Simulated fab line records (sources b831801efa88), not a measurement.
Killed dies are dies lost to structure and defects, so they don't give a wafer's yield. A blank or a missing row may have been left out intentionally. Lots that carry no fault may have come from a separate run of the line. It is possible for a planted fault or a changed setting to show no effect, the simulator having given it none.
Problem report in the 8D (eight disciplines) form, filled by code || flow sky130 || the parts of the form that need people (team, actions taken, sign-off) are left out

## 1. PROBLEM STATEMENT
Wafers without a fault read 36.95 s, standard deviation 0.098; strip_time_to_endpoint_s at SKY_VT_ADJUST_PCH_STRIP_09 reads a mean of 34.67 s on 4 wafers belonging to 3 lots. That is -23 standard deviations from the usual mean.
The step: strips in O2/N2.
Earliest sighting: wafer L515.4 on plasma_asher-04 at day 15 01:39. Wafers with a number at this step in the record: 36, from 13 lots. Rule for "out" (also "out of limits"): further than 4 standard deviations from the usual mean. Any other wafer with a number is counted as sound.

## 2. WHAT IT IS, WHAT IT ISN'T
{"question": "which readings at this step", "is": "strip_time_to_endpoint_s", "is not": "drypump_motor_current_A, oes_product_au"}
{"question": "which lots", "is": "L515, L517, L518", "is not": "L501, L503, L504, L505, L507, L508, L509, L520, L522, L524"}
{"question": "which wafers of those lots", "is": "L515.4, L517.4, L518.2, L518.4", "is not": "L515.1, L517.5"}
{"question": "read on which tools", "is": "plasma_asher-04", "is not": "plasma_asher-02, plasma_asher-03"}
{"question": "when", "is": "from day 15 01:39", "is not": "up to then (22 sound wafers); but 10 sound wafers of L517, L520, L522, L524 came after"}

## 3. WHAT RULES OUT EACH SUSPECT
Counting: any tool at a process step up to the reading remains a suspect provided it ran every lot that is out. Sound lots after the first of them don't rule it out here, since some wafers of a struck lot are sound.
- litho_track-01 at SKY_VT_ADJUST_PCH_COAT_02 (resist thk 3000 nm): kept. It processed each lot that is out (first: L515, day 14 12:01); up to then, its last sound lot is L508 (day 12 16:23).
- plasma_asher-04 at SKY_VT_ADJUST_PCH_STRIP_09 (strips in O2/N2): kept. It processed each lot that is out (first: L515, day 15 01:39); up to then, its last sound lot is L508 (day 13 05:46). On those wafers its own readings are out: strip_time_to_endpoint_s.
Left after counting: litho_track-01 at SKY_VT_ADJUST_PCH_COAT_02, plasma_asher-04 at SKY_VT_ADJUST_PCH_STRIP_09.

## 4. THE CAUSE (what the simulator had put in)
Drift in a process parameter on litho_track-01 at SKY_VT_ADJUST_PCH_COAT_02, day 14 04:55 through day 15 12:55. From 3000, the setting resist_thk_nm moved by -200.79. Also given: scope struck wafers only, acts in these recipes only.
After counting, 2 suspects remain, this tool included.

## 5. SEQUENCE OF EFFECTS, ordered by route
Rows list readings where the struck wafers' mean (over those with a number) sits beyond 3 standard deviations from the usual. Readings are gone through only where the record gives a usual standard deviation; hours: the median, over the lots, of the time from a lot's start at the first step in this table giving one to that lot's start at this step; sigmas: the change measured in usual standard deviations.
{"hours": 0, "step": "SKY_VT_ADJUST_PCH_STRIP_09", "reading": "strip_time_to_endpoint_s", "usual": "36.95 s", "on struck wafers": 34.67, "change": -2.28, "sigmas": -23}
Process steps it contains:
- SKY_VT_ADJUST_PCH_STRIP_09: strips in O2/N2.

## 6. HOW IT WOULD HAVE BEEN CAUGHT EARLIER
21 hours passed between the start of the fault at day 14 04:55 and the first reading out of limits in this record, taken at day 15 01:39.
An alarm limit of 4 standard deviations would not have fired on the tool readings at SKY_VT_ADJUST_PCH_COAT_02 for which the record gives a usual standard deviation, since none of them was out on any struck wafer.
L518, from the lots that are out (3), started SKY_VT_ADJUST_PCH_COAT_02 on litho_track-01 later than day 15 01:39. Had the tool been put on hold then, it would have been spared.
